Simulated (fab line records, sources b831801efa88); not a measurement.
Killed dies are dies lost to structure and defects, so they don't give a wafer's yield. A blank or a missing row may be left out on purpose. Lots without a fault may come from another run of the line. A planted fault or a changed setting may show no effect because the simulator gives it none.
fab line records | flow gf180mcu
record lots=5 wafers=15 last_day=34
route steps=602 shown DUAL_GATE@148 POLY_GATE@157 HV_LDD@176
lots that met no fault: from a run of the same line without faults
start_h: hours from the record's first day to the start of the lot's first wafer shown | wait_h: hours since the lot's step before | " the same as in the row above | L1.1+2: a row that stands for several wafers | - no value, or no start given | * or withheld: withheld | < > ~ a bound
route shown NAME@n: a module of which the file shows steps, and the number in the route of the first | usual: mean/standard deviation of fault-free wafers | same: alike in all rows | chamber/n: place in a boat | sites: the reading at each site | _std_site: their standard deviation | _edge_site: outer sites' mean less inner sites' | radius_mm: how far each site lies from the wafer's centre | mask NAME#n: copy n | behind: the tool/chamber that last shaped the wafer | hold: why the lot was held/for how many hours/how that ended | device: the transistor (n, p or np) that didn't switch | end of line: the same wafers' tests at the end of the route | a step without rows: its recipe alone | killed: dies lost to structure and defects at the first sort, not the wafer's yield | map: a wafer's dies, x killed, . not, _ none there
set.NAME: the setting as run; set.NAME@STEP: as run at that earlier step | model.NAME: the simulator's own value behind a step, which no gauge read
lots at some steps of the route; a table a step, a row a wafer
services: from which hour (start_h, from the record's first day; less than 0 if before it) a tool's chamber was out of use, for how many hours, and why
## steps
# step GF_DUAL_GATE_SOFTBAKE_07
# recipe temp_c=90 time_s=60 resist=NOVOLAK
# usual resist_line_temp_C=22.99/0.11
# columns lot.wafer tool chamber start_h wait_h resist_line_temp_C
L083.2 litho_track-01 0 229.65 0.1 22.79
L083.3 " 0 " " 22.93
L083.4 " 0 " " 22.89
L087.1 litho_track-04 0 256.04 0.1 22.91
L087.5 " 0 " " 22.85
L087.6 " 0 " " 22.98
L090.3 litho_track-01 0 275.78 0.1 22.96
L090.4 " 0 " " 23.03
L090.5 " 0 " " 23.14
L093.1 litho_track-04 0 296.44 0.1 22.97
L093.3 " 0 " " 23.03
L093.6 " 0 " " 22.88
L094.3 litho_track-04 0 301.54 0.1 22.95
L094.5 " 0 " " 22.93
L094.6 " 0 " " 22.99
# step GF_DUAL_GATE_EXPOSE_08
# recipe mask_id=Dualgate target_cd_nm=700 na=0.6 source_shape=conventional sigma_outer=0.6 dose_mj=140
# columns lot.wafer tool chamber start_h wait_h mask
L083.2+3+4 iline_stepper-02 0 - - Dualgate#0
L087.1+5+6 iline_stepper-01 0 - - Dualgate#0
L090.3+4+5 iline_stepper-02 0 - - Dualgate#0
L093.1+3+6 iline_stepper-02 0 - - Dualgate#0
L094.3+5+6 iline_stepper-01 0 - - Dualgate#0
# step GF_DUAL_GATE_PEB_09
# recipe temp_c=withheld time_s=* resist=NOVOLAK
# usual resist_line_temp_C=*
# columns lot.wafer tool chamber start_h wait_h resist_line_temp_C
L083.2 litho_track-04 0 - - *
L083.3 " 0 " " *
L083.4 " 0 " " *
L087.1 litho_track-04 0 - - *
L087.5 " 0 " " *
L087.6 " 0 " " *
L090.3 litho_track-04 0 - - *
L090.4 " 0 " " *
L090.5 " 0 " " *
L093.1 litho_track-02 0 - - *
L093.3 " 0 " " *
L093.6 " 0 " " *
L094.3 litho_track-02 0 - - *
L094.5 " 0 " " *
L094.6 " 0 " " *
# step GF_DUAL_GATE_DEVELOP_10
# recipe develop_time_s=60 dev_temp_c=23
# usual resist_line_temp_C=23.00/0.12
# columns lot.wafer tool chamber start_h wait_h resist_line_temp_C
L083.2 litho_track-04 0 238.76 0.1 23.13
L083.3 " 0 " " 23.03
L083.4 " 0 " " 23.26
L087.1 litho_track-04 0 265.94 0.1 22.89
L087.5 " 0 " " 23.00
L087.6 " 0 " " 22.93
L090.3 litho_track-04 0 285.89 0.1 22.75
L090.4 " 0 " " 22.92
L090.5 " 0 " " 22.99
L093.1 litho_track-02 0 307.19 0.1 22.93
L093.3 " 0 " " 23.02
L093.6 " 0 " " 22.84
L094.3 litho_track-02 0 311.39 0.1 22.86
L094.5 " 0 " " 22.87
L094.6 " 0 " " 22.92
# step GF_DUAL_GATE_OVL_MEAS_11
# usual DUAL_GATE_OVL=0.4/1.4
# columns lot.wafer tool chamber start_h wait_h DUAL_GATE_OVL[nm]
L083.2 overlay-01 - 238.89 0.1 0.5
L083.3 " - " " -0.8
L083.4 " - " " 0.3
L087.1 overlay-01 - 266.09 0.1 0.4
L087.5 " - " " -0.9
L087.6 " - " " 0.3
L090.3 overlay-01 - 286.00 0.1 0.6
L090.4 " - " " 2.1
L090.5 " - " " 0.4
L093.1 overlay-01 - 307.34 0.1 1.3
L093.3 " - " " 1.3
L093.6 " - " " -0.7
L094.3 overlay-01 - 311.51 0.1 1.0
L094.5 " - " " 0.7
L094.6 " - " " -0.1
# step GF_DUAL_GATE_WET_ETCH_12
# recipe chemistry=dHF target_depth_nm=13 dry=n2_spin target=SiO2 temp_c=24.65 dilution=100:1 time_s=260
# columns lot.wafer tool chamber start_h wait_h
L083.2+3+4 wet_bench-04 2 238.92 0.0
L087.1+5+6 wet_bench-04 3 266.12 0.0
L090.3+4+5 wet_bench-04 2 286.02 0.0
L093.1+3+6 wet_bench-04 0 307.38 0.0
L094.3+5+6 wet_bench-01 2 311.54 0.0
# step GF_DUAL_GATE_STRIP_13
# recipe chemistry=O2/N2 power_w=1400 pressure_mtorr=1500 platen_temp_c=250 o2_flow_sccm=3000 n2_flow_sccm=300 overash_fraction=0.5
# usual drypump_motor_current_A=5.8/0.64 heater_power_w=366/55 oes_product_au=0.716/0.0047 strip_time_to_endpoint_s=12.63/0.031
# columns lot.wafer tool chamber start_h wait_h drypump_motor_current_A heater_power_w oes_product_au rf_hours_counter_h strip_time_to_endpoint_s
L083.2 plasma_asher-03 0 239.00 0.0 5.5 430 0.711 57 12.68
L083.3 " 0 " " 5.5 435 0.723 - 12.66
L083.4 " 1 " " 6.3 310 0.720 - 12.69
L087.1 plasma_asher-03 1 266.20 0.0 6.3 306 0.718 59 12.59
L087.5 " 0 " " 5.5 439 0.712 - 12.60
L087.6 " 1 " " 6.3 316 0.722 - 12.60
L090.3 plasma_asher-02 0 286.14 0.0 6.3 375 0.722 - 12.63
L090.4 " 1 " " 6.2 463 0.716 - 12.65
L090.5 " 1 " " 6.2 458 0.719 - 12.67
L093.1 plasma_asher-04 1 307.46 0.0 4.6 335 0.717 54 12.60
L093.3 " 1 " " 4.7 346 0.709 - 12.60
L093.6 " 0 " " 6.2 327 0.716 - 12.58
L094.3 plasma_asher-04 1 311.66 0.0 4.7 334 0.716 - 12.71
L094.5 " 1 " " 4.7 342 0.721 - 12.69
L094.6 " 0 " " 6.2 322 0.710 - 12.70
# step GF_DUAL_GATE_CLEAN_14
# recipe chemistry=SC1/SC2 mix=1:4:20 temp_c=70 time_s=150 dry=n2_spin
# columns lot.wafer tool chamber start_h wait_h
L083.2+3+4 wet_bench-01 1 239.10 0.1
L087.1+5+6 wet_bench-04 2 266.30 0.1
L090.3+4+5 wet_bench-04 0 286.20 0.0
L093.1+3+6 wet_bench-02 1 307.56 0.1
L094.3+5+6 wet_bench-04 1 311.72 0.0
# step GF_DUAL_GATE_OXIDATION_15
# recipe temp_c=850 ambient=O2 stabilise_s=600 purge_s=300 target_thk_a=70.98 ox_time_s=1995
# usual spike_tc_top_C=860.2/2.5
# same stabilise_s=600
# columns lot.wafer tool chamber start_h wait_h spike_tc_top_C
L083.2 furnace-01 0 239.16 0.0 858.2
L083.3 " 0 " " 857.2
L083.4 " 0 " " 856.5
L087.1 furnace-01 0 266.51 0.2 858.8
L087.5 " 0 " " 856.8
L087.6 " 0 " " 857.9
L090.3 furnace-02 0 287.30 1.0 863.5
L090.4 " 0 " " 862.2
L090.5 " 0 " " 862.0
L093.1 furnace-01 0 308.01 0.4 859.3
L093.3 " 0 " " 857.7
L093.6 " 0 " " 857.9
L094.3 furnace-02 0 312.45 0.7 862.2
L094.5 " 0 " " 863.6
L094.6 " 0 " " 862.0
# step GF_POLY_GATE_CVD_00
# recipe material=poly-Si target_thk_nm=200 temp_c=620 time_s=1200 pressure_mtorr=200
# usual spike_tc_top_C=637.2/1.5
# columns lot.wafer tool chamber start_h wait_h spike_tc_top_C
L083.2 lpcvd-02 1 241.40 0.7 637.6
L083.3 " 1 " " 638.5
L083.4 " 1 " " 637.9
L087.1 lpcvd-01 0 268.07 0.0 638.1
L087.5 " 0 " " 639.1
L087.6 " 0 " " 637.0
L090.3 lpcvd-02 0 288.85 0.0 633.4
L090.4 " 0 " " 637.6
L090.5 " 0 " " 634.8
L093.1 lpcvd-02 1 309.56 0.0 637.9
L093.3 " 1 " " 637.0
L093.6 " 1 " " 636.2
L094.3 lpcvd-02 0 314.00 0.0 636.0
L094.5 " 0 " " 635.1
L094.6 " 0 " " 634.3
# step GF_POLY_GATE_THK_MEAS_01
# recipe reads=poly-Si_of_POLY_GATE_CVD_00
# usual POLY_GATE_CVD_00_THK=200.8/2.2
# columns lot.wafer tool chamber start_h wait_h POLY_GATE_CVD_00_THK[nm]
L083.2 film_metro-04 - 242.74 0.0 199.4
L083.3 " - " " 198.9
L083.4 " - " " 198.9
L087.1 film_metro-03 - 269.40 0.0 203.9
L087.5 " - " " 203.3
L087.6 " - " " 202.5
L090.3 film_metro-02 - 290.87 0.0 201.6
L090.4 " - " " 201.0
L090.5 " - " " 202.2
L093.1 film_metro-02 - 310.90 0.0 199.4
L093.3 " - " " 199.2
L093.6 " - " " 199.8
L094.3 film_metro-02 - 315.35 0.0 202.9
L094.5 " - " " 202.0
L094.6 " - " " 202.5
# step GF_POLY_GATE_DEHYDRATE_02
# recipe temp_c=200 time_s=60
# usual resist_line_temp_C=23.00/0.11
# columns lot.wafer tool chamber start_h wait_h resist_line_temp_C
L083.2 litho_track-02 0 250.72 8.0 22.96
L083.3 " 0 " " 22.89
L083.4 " 0 " " 22.87
L087.1 litho_track-02 0 277.69 8.3 23.24
L087.5 " 0 " " 23.14
L087.6 " 0 " " 23.21
L090.3 litho_track-04 0 299.74 8.9 23.04
L090.4 " 0 " " 23.15
L090.5 " 0 " " 23.14
L093.1 litho_track-02 0 320.24 9.3 23.04
L093.3 " 0 " " 22.92
L093.6 " 0 " " 22.96
L094.3 litho_track-02 0 325.84 10.5 22.98
L094.5 " 0 " " 22.83
L094.6 " 0 " " 22.94
# step GF_POLY_GATE_HMDS_03
# recipe prime_time_s=60 prime_temp_c=120
# usual resist_line_temp_C=23.00/0.085
# columns lot.wafer tool chamber start_h wait_h resist_line_temp_C
L083.2 litho_track-02 0 250.87 0.1 23.02
L083.3 " 0 " " 23.16
L083.4 " 0 " " 22.91
L087.1 litho_track-02 0 277.84 0.1 22.89
L087.5 " 0 " " 23.10
L087.6 " 0 " " 22.94
L090.3 litho_track-04 0 299.89 0.1 23.05
L090.4 " 0 " " 22.99
L090.5 " 0 " " 22.97
L093.1 litho_track-02 0 320.39 0.1 23.02
L093.3 " 0 " " 22.97
L093.6 " 0 " " 23.11
L094.3 litho_track-02 0 325.99 0.1 22.89
L094.5 " 0 " " 22.96
L094.6 " 0 " " 22.84
# step GF_POLY_GATE_COAT_04
# recipe resist=BARC temp_c=withheld time_s=withheld spin_rpm=withheld resist_thk_nm=withheld
# usual resist_line_temp_C=*
# columns lot.wafer tool chamber start_h wait_h resist_line_temp_C
L083.2 litho_track-02 0 251.02 0.1 *
L083.3 " 0 " " *
L083.4 " 0 " " *
L087.1 litho_track-02 0 277.99 0.1 *
L087.5 " 0 " " *
L087.6 " 0 " " *
L090.3 litho_track-04 0 300.04 0.1 *
L090.4 " 0 " " *
L090.5 " 0 " " *
L093.1 litho_track-02 0 320.54 0.1 *
L093.3 " 0 " " *
L093.6 " 0 " " *
L094.3 litho_track-02 0 326.14 0.1 *
L094.5 " 0 " " *
L094.6 " 0 " " *
# step GF_POLY_GATE_COAT_05
# recipe resist=KrF spin_rpm=withheld resist_thk_nm=700
# usual resist_line_temp_C=23.01/0.1
# columns lot.wafer tool chamber start_h wait_h resist_line_temp_C
L083.2 litho_track-02 0 - - 23.14
L083.3 " 0 " " 23.20
L083.4 " 0 " " 22.96
L087.1 litho_track-02 0 - - 22.95
L087.5 " 0 " " 23.01
L087.6 " 0 " " 23.01
L090.3 litho_track-04 0 - - 23.03
L090.4 " 0 " " 23.02
L090.5 " 0 " " 22.90
L093.1 litho_track-02 0 - - 22.94
L093.3 " 0 " " 23.12
L093.6 " 0 " " 23.08
L094.3 litho_track-02 0 - - 22.96
L094.5 " 0 " " 22.97
L094.6 " 0 " " 22.96
# step GF_POLY_GATE_SOFTBAKE_06
# recipe temp_c=130 time_s=60 resist=KrF
# usual resist_line_temp_C=23.02/0.097
# columns lot.wafer tool chamber start_h wait_h resist_line_temp_C
L083.2 litho_track-02 0 - - 23.08
L083.3 " 0 " " 23.06
L083.4 " 0 " " 22.94
L087.1 litho_track-02 0 - - 22.91
L087.5 " 0 " " 23.03
L087.6 " 0 " " 23.09
L090.3 litho_track-04 0 - - 23.09
L090.4 " 0 " " 23.10
L090.5 " 0 " " 23.08
L093.1 litho_track-02 0 - - 22.95
L093.3 " 0 " " 22.92
L093.6 " 0 " " 23.11
L094.3 litho_track-02 0 - - 23.08
L094.5 " 0 " " 23.07
L094.6 " 0 " " 23.09
# step GF_POLY_GATE_EXPOSE_07
# recipe mask_id=Poly2 target_cd_nm=280 na=0.68 source_shape=conventional sigma_outer=0.6 dose_mj=27.61
# columns lot.wafer tool chamber start_h wait_h mask
L083.2+3+4 krf_scanner-02 0 - - Poly2#0
L087.1+5+6 krf_scanner-02 0 - - Poly2#0
L090.3+4+5 krf_scanner-01 0 - - Poly2#0
L093.1+3+6 krf_scanner-02 0 - - Poly2#0
L094.3+5+6 krf_scanner-01 0 - - Poly2#0
# step GF_POLY_GATE_PEB_08
# recipe peb_temp_c=135 peb_time_s=90 resist=KrF
# usual resist_line_temp_C=22.98/0.093
# columns lot.wafer tool chamber start_h wait_h resist_line_temp_C
L083.2 litho_track-02 0 - - 23.08
L083.3 " 0 " " 22.99
L083.4 " 0 " " 23.05
L087.1 litho_track-02 0 - - 22.95
L087.5 " 0 " " 22.94
L087.6 " 0 " " 22.84
L090.3 litho_track-02 0 - - 23.12
L090.4 " 0 " " 23.02
L090.5 " 0 " " 23.06
L093.1 litho_track-02 0 - - 23.01
L093.3 " 0 " " 22.85
L093.6 " 0 " " 22.86
L094.3 litho_track-03 0 - - 22.94
L094.5 " 0 " " 22.93
L094.6 " 0 " " 22.99
# step GF_POLY_GATE_DEVELOP_09
# recipe develop_time_s=60 resist=KrF dev_temp_c=21
# usual resist_line_temp_C=23.00/0.1
# columns lot.wafer tool chamber start_h wait_h resist_line_temp_C
L083.2 litho_track-02 0 260.97 0.2 22.90
L083.3 " 0 " " 22.96
L083.4 " 0 " " 23.14
L087.1 litho_track-02 0 288.49 0.2 22.98
L087.5 " 0 " " 22.97
L087.6 " 0 " " 23.07
L090.3 litho_track-02 0 310.74 0.1 23.10
L090.4 " 0 " " 22.92
L090.5 " 0 " " 22.93
L093.1 litho_track-02 0 331.84 0.2 23.34
L093.3 " 0 " " 23.22
L093.6 " 0 " " 23.02
L094.3 litho_track-03 0 336.51 0.1 22.96
L094.5 " 0 " " 23.02
L094.6 " 0 " " 23.11
# step GF_POLY_GATE_CD_MEAS_10
# recipe target_cd_nm=280
# usual cd_nm=280.4/1.1
# columns lot.wafer tool chamber start_h wait_h cd_nm
L083.2 cd_sem-01 - 261.11 0.1 281.4
L083.3 " - " " 282.4
L083.4 " - " " 282.3
L087.1 cd_sem-02 - 288.64 0.1 282.7
L087.5 " - " " 282.3
L087.6 " - " " 282.0
L090.3 cd_sem-01 - 310.88 0.1 279.0
L090.4 " - " " 279.7
L090.5 " - " " 279.7
L093.1 cd_sem-02 - 331.99 0.1 279.6
L093.3 " - " " 280.1
L093.6 " - " " 279.8
L094.3 cd_sem-02 - 336.65 0.1 280.8
L094.5 " - " " 280.6
L094.6 " - " " 281.3
# step GF_POLY_GATE_OVL_MEAS_11
# usual POLY_GATE_OVL=-1/5.3
# columns lot.wafer tool chamber start_h wait_h POLY_GATE_OVL[nm]
L083.2 overlay-01 - 261.22 0.1 -2
L083.3 " - " " -4
L083.4 " - " " -2
L087.1 overlay-01 - 288.76 0.1 -5
L087.5 " - " " -3
L087.6 " - " " 2
L090.3 overlay-01 - 310.98 0.1 5
L090.4 " - " " 2
L090.5 " - " " -2
L093.1 overlay-01 - 332.11 0.1 -2
L093.3 " - " " -11
L093.6 " - " " 0
L094.3 overlay-01 - 336.74 0.1 -7
L094.5 " - " " -2
L094.6 " - " " -8
# step GF_POLY_GATE_ETCH_12
# recipe chemistry=N2/H2 target_depth_a=withheld overetch_a=withheld time_s=withheld target=BARC ion_energy_ev=200 source_w=500 bias_w=100 pressure_mtorr=30 n2_flow_sccm=100 h2_flow_sccm=200
# usual drypump_motor_current_A=5.8/0.46 oes_product_au=0.735/0.0044 throttle_valve_pct=13.214/0.009
# columns lot.wafer tool chamber start_h wait_h drypump_motor_current_A oes_product_au throttle_valve_pct
L083.2 rie_diel-01 3 261.25 0.0 5.3 0.736 13.198
L083.3 " 2 " " 4.9 0.732 13.218
L083.4 " 1 " " 6.3 0.732 13.219
L087.1 rie_diel-03 2 288.80 0.0 5.9 0.734 13.214
L087.5 " 3 " " 6.3 0.735 13.224
L087.6 " 0 " " 5.7 0.728 13.218
L090.3 rie_diel-04 3 311.00 0.0 6.4 0.727 13.202
L090.4 " 0 " " 5.8 0.736 13.211
L090.5 " 0 " " 5.9 0.738 13.235
L093.1 rie_diel-03 2 332.15 0.0 5.9 0.729 13.214
L093.3 " 3 " " 6.3 0.732 13.215
L093.6 " 3 " " 6.3 0.737 13.205
L094.3 rie_diel-04 0 336.76 0.0 5.9 0.733 13.213
L094.5 " 0 " " 5.9 0.740 13.231
L094.6 " 3 " " 6.4 0.740 13.217
# step GF_POLY_GATE_ETCH_13
# recipe target=poly-Si target_depth_nm=198.5 stop_on=SiO2 over_etch_frac=0.403 chemistry=HBr/Cl2 icp_w=400 bias_w=100 pressure_mtorr=10 HBr_flow_sccm=150 Cl2_flow_sccm=50 time_s=69.6
# usual drypump_motor_current_A=5.6/0.5 oes_product_au=0.995/0.0077 throttle_valve_pct=33.684/0.0096
# columns lot.wafer tool chamber start_h wait_h drypump_motor_current_A oes_product_au rf_hours_counter_h throttle_valve_pct
L083.2 rie_si-02 3 261.30 - 5.7 0.986 1 33.691
L083.3 " 2 " " 5.9 0.997 1 33.678
L083.4 " 0 " " 6.5 0.998 59 33.696
L087.1 rie_si-02 3 288.85 - 5.7 1.004 2 33.678
L087.5 " 1 " " 5.7 1.004 - 33.691
L087.6 " 0 " " 6.4 1.007 - 33.690
L090.3 rie_si-01 0 311.05 - 5.2 0.999 82 33.683
L090.4 " 1 " " 5.7 0.989 93 33.684
L090.5 " 2 " " 4.9 1.001 - 33.678
L093.1 rie_si-02 3 332.20 - 5.7 0.989 2 33.687
L093.3 " 2 " " 5.9 0.996 1 33.698
L093.6 " 3 " " 5.7 0.998 - 33.683
L094.3 rie_si-02 3 336.81 - 5.7 0.999 2 33.683
L094.5 " 1 " " 5.7 0.995 - 33.688
L094.6 " 2 " " 5.9 1.013 - 33.693
# step GF_POLY_GATE_STRIP_14
# recipe chemistry=O2/N2 power_w=1400 pressure_mtorr=1500 platen_temp_c=250 o2_flow_sccm=3000 n2_flow_sccm=300 overash_fraction=0.5
# usual drypump_motor_current_A=6.0/0.32 heater_power_w=380/56 oes_product_au=0.505/0.0047
# columns lot.wafer tool chamber start_h wait_h drypump_motor_current_A heater_power_w oes_product_au rf_hours_counter_h
L083.2 plasma_asher-01 0 261.36 0.0 5.6 361 0.493 63
L083.3 " 0 " " 5.7 372 0.505 -
L083.4 " 1 " " 6.0 325 0.508 -
L087.1 plasma_asher-03 1 288.91 0.0 6.3 306 0.508 62
L087.5 " 1 " " 6.3 310 0.498 -
L087.6 " 0 " " 5.5 438 0.496 -
L090.3 plasma_asher-03 0 311.14 0.1 5.5 444 0.508 -
L090.4 " 1 " " 6.3 313 0.507 -
L090.5 " 1 " " 6.3 315 0.502 -
L093.1 plasma_asher-02 1 332.26 0.0 6.2 458 0.503 21
L093.3 " 0 " " 6.3 374 0.498 -
L093.6 " 1 " " 6.2 449 0.507 -
L094.3 plasma_asher-03 0 336.90 0.1 5.5 434 0.508 -
L094.5 " 1 " " 6.3 317 0.510 -
L094.6 " 0 " " 5.5 450 0.512 -
# step GF_POLY_GATE_CLEAN_15
# recipe chemistry=SC1/SC2 mix=1:4:20 temp_c=70 time_s=150 dry=n2_spin
# columns lot.wafer tool chamber start_h wait_h
L083.2+3+4 wet_bench-03 1 261.46 0.1
L087.1+5+6 wet_bench-04 1 289.01 0.1
L090.3+4+5 wet_bench-04 3 311.21 0.0
L093.1+3+6 wet_bench-02 2 332.36 0.1
L094.3+5+6 wet_bench-03 1 336.97 0.0
# step GF_POLY_GATE_OXIDATION_16
# recipe temp_c=850 ambient=O2 stabilise_s=600 purge_s=300 target_thk_a=40 ox_time_s=899
# usual spike_tc_top_C=861.1/2.4
# same stabilise_s=600
# columns lot.wafer tool chamber start_h wait_h spike_tc_top_C
L083.2 furnace-01 0 261.68 0.2 857.1
L083.3 " 0 " " 859.7
L083.4 " 0 " " 858.2
L087.1 furnace-02 0 289.06 0.0 863.4
L087.5 " 0 " " 862.2
L087.6 " 0 " " 862.8
L090.3 furnace-01 0 311.51 0.3 857.3
L090.4 " 0 " " 859.1
L090.5 " 0 " " 858.1
L093.1 furnace-02 0 332.41 0.0 860.2
L093.3 " 0 " " 863.0
L093.6 " 0 " " 861.8
L094.3 furnace-02 0 337.02 0.0 860.4
L094.5 " 0 " " 863.4
L094.6 " 0 " " 862.9
# step GF_POLY_GATE_THK_MEAS_17
# recipe reads=SiO2_of_POLY_GATE_OXIDATION_16
# usual POLY_GATE_OXIDATION_THK=4.03/0.072
# columns lot.wafer tool chamber start_h wait_h POLY_GATE_OXIDATION_THK[nm]
L083.2 film_metro-03 - 262.94 0.0 3.98
L083.3 " - " " 3.96
L083.4 " - " " 4.05
L087.1 film_metro-04 - 290.31 0.0 4.05
L087.5 " - " " 4.08
L087.6 " - " " 4.07
L090.3 film_metro-02 - 312.78 0.0 4.09
L090.4 " - " " 4.13
L090.5 " - " " 4.08
L093.1 film_metro-02 - 333.65 0.0 4.11
L093.3 " - " " 4.02
L093.6 " - " " 4.06
L094.3 film_metro-03 - 338.50 0.2 4.00
L094.5 " - " " 4.06
L094.6 " - " " 4.11
# step GF_POLY_GATE_CD_MEAS_18
# usual cd_nm=280.6/1.8
# columns lot.wafer tool chamber start_h wait_h cd_nm
L083.2 cd_sem-02 - 263.02 0.1 281.6
L083.3 " - " " 283.4
L083.4 " - " " 282.7
L087.1 cd_sem-01 - 290.37 0.1 282.3
L087.5 " - " " 282.6
L087.6 " - " " 283.0
L090.3 cd_sem-02 - 312.88 0.1 278.5
L090.4 " - " " 280.5
L090.5 " - " " 279.9
L093.1 cd_sem-02 - 333.71 0.1 280.0
L093.3 " - " " 281.0
L093.6 " - " " 281.5
L094.3 cd_sem-02 - 338.60 0.1 282.6
L094.5 " - " " 281.5
L094.6 " - " " 282.4
# step GF_HV_LDD_DEHYDRATE_00
# recipe temp_c=200 time_s=60
# usual resist_line_temp_C=23.01/0.1
# columns lot.wafer tool chamber start_h wait_h resist_line_temp_C
L083.2 litho_track-03 0 271.08 8.0 23.22
L083.3 " 0 " " 22.89
L083.4 " 0 " " 23.07
L087.1 litho_track-04 0 299.09 8.7 23.02
L087.5 " 0 " " 23.03
L087.6 " 0 " " 22.87
L090.3 litho_track-04 0 322.94 10.0 23.02
L090.4 " 0 " " 22.86
L090.5 " 0 " " 23.01
L093.1 litho_track-01 0 343.72 10.0 22.95
L093.3 " 0 " " 22.81
L093.6 " 0 " " 22.94
L094.3 litho_track-01 0 348.87 10.2 23.16
L094.5 " 0 " " 23.06
L094.6 " 0 " " 23.12
# step GF_HV_LDD_HMDS_01
# recipe prime_time_s=60 prime_temp_c=120
# usual resist_line_temp_C=23.01/0.11
# columns lot.wafer tool chamber start_h wait_h resist_line_temp_C
L083.2 litho_track-03 0 271.23 0.1 22.82
L083.3 " 0 " " 22.97
L083.4 " 0 " " 22.89
L087.1 litho_track-04 0 299.24 0.1 22.92
L087.5 " 0 " " 22.97
L087.6 " 0 " " 23.08
L090.3 litho_track-04 0 323.09 0.1 22.94
L090.4 " 0 " " 22.80
L090.5 " 0 " " 22.95
L093.1 litho_track-01 0 343.87 0.1 23.11
L093.3 " 0 " " 23.19
L093.6 " 0 " " 23.15
L094.3 litho_track-01 0 349.02 0.1 22.81
L094.5 " 0 " " 23.00
L094.6 " 0 " " 22.81
# step GF_HV_LDD_COAT_02
# recipe resist=NOVOLAK spin_rpm=3000 resist_thk_nm=1000
# usual resist_line_temp_C=23.01/0.11 spin_speed_rpm=2999.7/2
# columns lot.wafer tool chamber start_h wait_h resist_line_temp_C spin_speed_rpm
L083.2 litho_track-03 0 271.38 0.1 23.17 2999.3
L083.3 " 0 " " 23.10 2997.1
L083.4 " 0 " " 22.92 3001.3
L087.1 litho_track-04 0 299.39 0.1 22.92 2999.8
L087.5 " 0 " " 23.06 3002.0
L087.6 " 0 " " 23.15 3001.1
L090.3 litho_track-04 0 323.24 0.1 22.88 2998.6
L090.4 " 0 " " 23.10 3002.7
L090.5 " 0 " " 23.04 3002.4
L093.1 litho_track-01 0 344.02 0.1 22.92 2999.8
L093.3 " 0 " " 23.09 3000.4
L093.6 " 0 " " 22.97 3001.4
L094.3 litho_track-01 0 349.17 0.1 23.02 2998.2
L094.5 " 0 " " 22.95 2998.9
L094.6 " 0 " " 23.06 2998.5
# step GF_HV_LDD_SOFTBAKE_03
# recipe temp_c=90 time_s=60 resist=NOVOLAK
# usual resist_line_temp_C=22.98/0.11
# columns lot.wafer tool chamber start_h wait_h resist_line_temp_C
L083.2 litho_track-03 0 271.53 0.1 22.91
L083.3 " 0 " " 22.96
L083.4 " 0 " " 23.13
L087.1 litho_track-04 0 299.54 0.1 22.97
L087.5 " 0 " " 22.83
L087.6 " 0 " " 22.84
L090.3 litho_track-04 0 323.39 0.1 22.90
L090.4 " 0 " " 23.18
L090.5 " 0 " " 22.86
L093.1 litho_track-01 0 344.17 0.1 23.09
L093.3 " 0 " " 23.02
L093.6 " 0 " " 22.85
L094.3 litho_track-01 0 349.32 0.1 22.97
L094.5 " 0 " " 22.99
L094.6 " 0 " " 22.95
# step GF_HV_LDD_EXPOSE_04
# recipe mask_id=Nplus_LV_AREA target_cd_nm=400 na=0.6 source_shape=conventional sigma_outer=0.6 dose_mj=140
# columns lot.wafer tool chamber start_h wait_h mask
L083.2+3+4 iline_stepper-01 0 - - Nplus_LV_AREA#0
L087.1+5+6 iline_stepper-01 0 - - Nplus_LV_AREA#0
L090.3+4+5 iline_stepper-02 0 - - Nplus_LV_AREA#0
L093.1+3+6 iline_stepper-01 0 - - Nplus_LV_AREA#0
L094.3+5+6 iline_stepper-01 0 - - Nplus_LV_AREA#0
# step GF_HV_LDD_PEB_05
# recipe temp_c=withheld time_s=* resist=NOVOLAK
# usual resist_line_temp_C=*
# columns lot.wafer tool chamber start_h wait_h resist_line_temp_C
L083.2 litho_track-03 0 - - *
L083.3 " 0 " " *
L083.4 " 0 " " *
L087.1 litho_track-04 0 - - *
L087.5 " 0 " " *
L087.6 " 0 " " *
L090.3 litho_track-01 0 - - *
L090.4 " 0 " " *
L090.5 " 0 " " *
L093.1 litho_track-03 0 - - *
L093.3 " 0 " " *
L093.6 " 0 " " *
L094.3 litho_track-03 0 - - *
L094.5 " 0 " " *
L094.6 " 0 " " *
# step GF_HV_LDD_DEVELOP_06
# recipe develop_time_s=60 dev_temp_c=23
# usual resist_line_temp_C=23.00/0.12
# columns lot.wafer tool chamber start_h wait_h resist_line_temp_C
L083.2 litho_track-03 0 281.28 0.1 22.95
L083.3 " 0 " " 23.05
L083.4 " 0 " " 23.04
L087.1 litho_track-04 0 310.14 0.1 23.00
L087.5 " 0 " " 23.04
L087.6 " 0 " " 23.11
L090.3 litho_track-01 0 333.72 0.1 22.87
L090.4 " 0 " " 22.95
L090.5 " 0 " " 22.84
L093.1 litho_track-03 0 354.85 0.1 22.96
L093.3 " 0 " " 23.02
L093.6 " 0 " " 22.99
L094.3 litho_track-03 0 360.10 0.1 23.07
L094.5 " 0 " " 23.06
L094.6 " 0 " " 23.19
# step GF_HV_LDD_CD_MEAS_07
# recipe target_cd_nm=400
# usual cd_nm=399.9/2
# columns lot.wafer tool chamber start_h wait_h cd_nm
L083.2 cd_sem-01 - 281.43 0.1 401.4
L083.3 " - " " 401.3
L083.4 " - " " 404.3
L087.1 cd_sem-01 - 310.29 0.1 401.6
L087.5 " - " " 399.5
L087.6 " - " " 401.6
L090.3 cd_sem-02 - 333.92 0.2 398.5
L090.4 " - " " 401.6
L090.5 " - " " 399.7
L093.1 cd_sem-02 - 355.00 0.1 397.8
L093.3 " - " " 395.6
L093.6 " - " " 398.9
L094.3 cd_sem-01 - 360.24 0.1 397.3
L094.5 " - " " 399.5
L094.6 " - " " 398.6
## services
# columns tool chamber start_h hours kind
rie_si-02 0 208.09 4.2 repair
krf_scanner-01 - 208.45 0.8 pm
furnace-02 - 214.21 3.5 pm
iline_stepper-02 - 219.42 3.6 repair
krf_scanner-02 - 229.73 1.0 pm
rie_diel-04 0 236.99 4.2 repair
rie_diel-04 2 238.02 6.1 repair
krf_scanner-01 - 245.81 1.0 pm
plasma_asher-03 - 246.91 2.8 pm
rie_diel-04 2 247.40 5.3 repair
iline_stepper-02 - 249.83 12.8 repair
plasma_asher-02 - 251.31 0.9 repair
plasma_asher-03 - 253.55 0.8 repair
iline_stepper-02 - 262.70 6.5 repair
rie_diel-04 1 268.10 5.3 repair
iline_stepper-02 - 269.67 2.1 pm
iline_stepper-01 - 281.90 4.8 repair
iline_stepper-01 - 294.86 5.3 repair
krf_scanner-02 - 298.24 1.3 pm
iline_stepper-02 - 298.95 22.1 repair
iline_stepper-02 - 321.06 1.7 pm
iline_stepper-02 - 339.18 14.8 repair
furnace-01 - 346.51 3.1 pm
iline_stepper-01 - 354.01 8.9 pm
## key
fault none
